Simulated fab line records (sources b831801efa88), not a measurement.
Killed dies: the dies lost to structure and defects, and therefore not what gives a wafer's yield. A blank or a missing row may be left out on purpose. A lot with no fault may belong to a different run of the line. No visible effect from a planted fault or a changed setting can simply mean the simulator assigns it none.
A lot that was struck, set against a sound lot | flow sky130 | 18 out of 708 route steps
Sound: wafers L648.1, L648.3, L648.6. Struck: wafers L658.3, L658.5 (left out: L658.4, a lot-mate that was not struck); the cause follows at the end.
Each step with rows lists, per side, the tool, then ch with its chambers, then its first start. Under that, the readings that differ: sound wafers | struck wafers | difference of the means | sigmas: that difference in standard deviations of wafers without a fault.
alike: a reading whose means differ by less than 2 such deviations, as well as words and numbers matching on both sides. not compared: withheld readings; readings where some wafer has no value; bounds like >300 that might hide an equal value; numbers whose values overlap and for which the record gives no deviation.
A row with sigmas, a row that says differs or no value, or rows on one side alone: a step with any of these is where the two part. Non-overlapping numbers with no deviation appear without sigmas and do not part them. Lack of a reading on every wafer of one side parts them only where that side has two or more wafers.

first, 2 steps without rows for these wafers: SKY_CONTACT_PEB_12; SKY_CONTACT_DEVELOP_13 (develop time 60 s).
SKY_CONTACT_CD_MEAS_14: target cd 170 nm.
  sound on cd-sem-02 at day 31 08:58; struck on cd-sem-01 at day 34 23:18
  alike: cd-nm
SKY_CONTACT_OVL_MEAS_15:
  sound on overlay-02 at day 31 09:05; struck on overlay-01 at day 34 23:24
  reading          | sound | struck | difference | sigmas
  CONTACT_OVL (nm) | 4 2 9 | -1 -12 | -12        | -2
then, 1 step without rows for these wafers: SKY_CONTACT_ETCH_16 (etches BARC in N2/H2, stops on SiO2, time 45.9 s, target depth 60 nm).
SKY_CONTACT_ETCH_17: etches SiO2 in C4F8/O2/Ar, stops on Si3N4, target depth 340 nm.
  sound on rie-diel-02 ch 1,2, day 31 09:10; struck on rie-diel-01 ch 0,2, day 34 23:28
  alike: oes-product-au
SKY_CONTACT_ETCH_18: etches Si3N4 in CHF3/O2, stops on TiN, time 39 s, target depth 75 nm.
  sound: rie-diel-02 ch 1,2; struck: rie-diel-01 ch 0,2
  alike: drypump-motor-current-A, oes-product-au, throttle-valve-pct
  not compared: rf-hours-counter-h
SKY_CONTACT_STRIP_19: strips in O2/N2.
  sound on plasma-asher-03 ch 0,1, day 31 09:15; struck on plasma-asher-04 ch 1, day 34 23:35
  alike: drypump-motor-current-A, o2-flow-sccm, oes-product-au, strip-time-to-endpoint-s
  not compared: rf-hours-counter-h
then, 3 steps without rows for these wafers: SKY_CONTACT_STRIP_20 (strips in post etch residue remover, time 1200 s); SKY_CONTACT_CLEAN_21 (cleans in IPA, time 180 s); SKY_CONTACT_CLEAN_22 (cleans in O3/DIW).
SKY_CONTACT_SPUTTER_23: material TiN, target thk 20 nm, time 80 s.
  sound on pvd-sputter-03 at day 31 09:50; struck on pvd-sputter-03 at day 35 00:08
  alike: throttle-valve-pct
SKY_CONTACT_CVD_24: deposits W, target thk 340 nm, time 102.12 s.
  sound on cvd-w-01 ch 0, day 31 09:54; struck on cvd-w-01 ch 0,1, day 35 00:14
  reading                               | sound             | struck      | difference | sigmas
  model.W_of_CONTACT_CVD_24.thk-nm (nm) | 333.6 331.8 336.5 | 308.1 310.6 | -24.6      |
  alike: heater-power-w, susceptor-temp-C
SKY_CONTACT_RS_MEAS_25: a four-point-probe measurement.
  sound on film-metro-01 at day 31 10:01; struck on film-metro-01 at day 35 00:21
  reading               | sound             | struck      | difference | sigmas
  CONTACT_W_RS (ohm/sq) | 0.343 0.347 0.341 | 0.372 0.369 | +0.027     | +7
SKY_CONTACT_THK_MEAS_26: measures by xrf.
  sound on film-metro-01 at day 31 10:08; struck on film-metro-01 at day 35 00:27
  reading            | sound       | struck  | difference | sigmas
  CONTACT_W_THK (nm) | 335 333 337 | 309 311 | -25        | -5
SKY_CONTACT_CMP_27: polishes, stops on SiO2, t overpolish 15 s, target thk 0 nm.
  sound on cmp-02 ch 0,1,2, day 31 10:11; struck on cmp-02 ch 2,3, day 35 00:29
  alike: motor-current-A, time-to-endpoint-s
SKY_METAL1_SPUTTER_00: material Ti, target thk 15 nm, time 10 s.
  sound on pvd-sputter-04 at day 31 10:29; struck on pvd-sputter-04 at day 35 00:47
  alike: throttle-valve-pct
-- the record jumps here: 13 days lie between the struck wafers' starts before and after (it left off in module METAL1 and takes up again in module PAD_OPEN, whose first step shown is number 708 of the route) --
SKY_PAD_OPEN_PROBE_99:
  only the struck wafers here have rows in the record (prober-01, day 48 09:02); the sound ones have none

== WHERE THEY PART ==
At SKY_CONTACT_OVL_MEAS_15 first; at SKY_PAD_OPEN_PROBE_99 last (within this record only).

WHY: what the simulator had put in
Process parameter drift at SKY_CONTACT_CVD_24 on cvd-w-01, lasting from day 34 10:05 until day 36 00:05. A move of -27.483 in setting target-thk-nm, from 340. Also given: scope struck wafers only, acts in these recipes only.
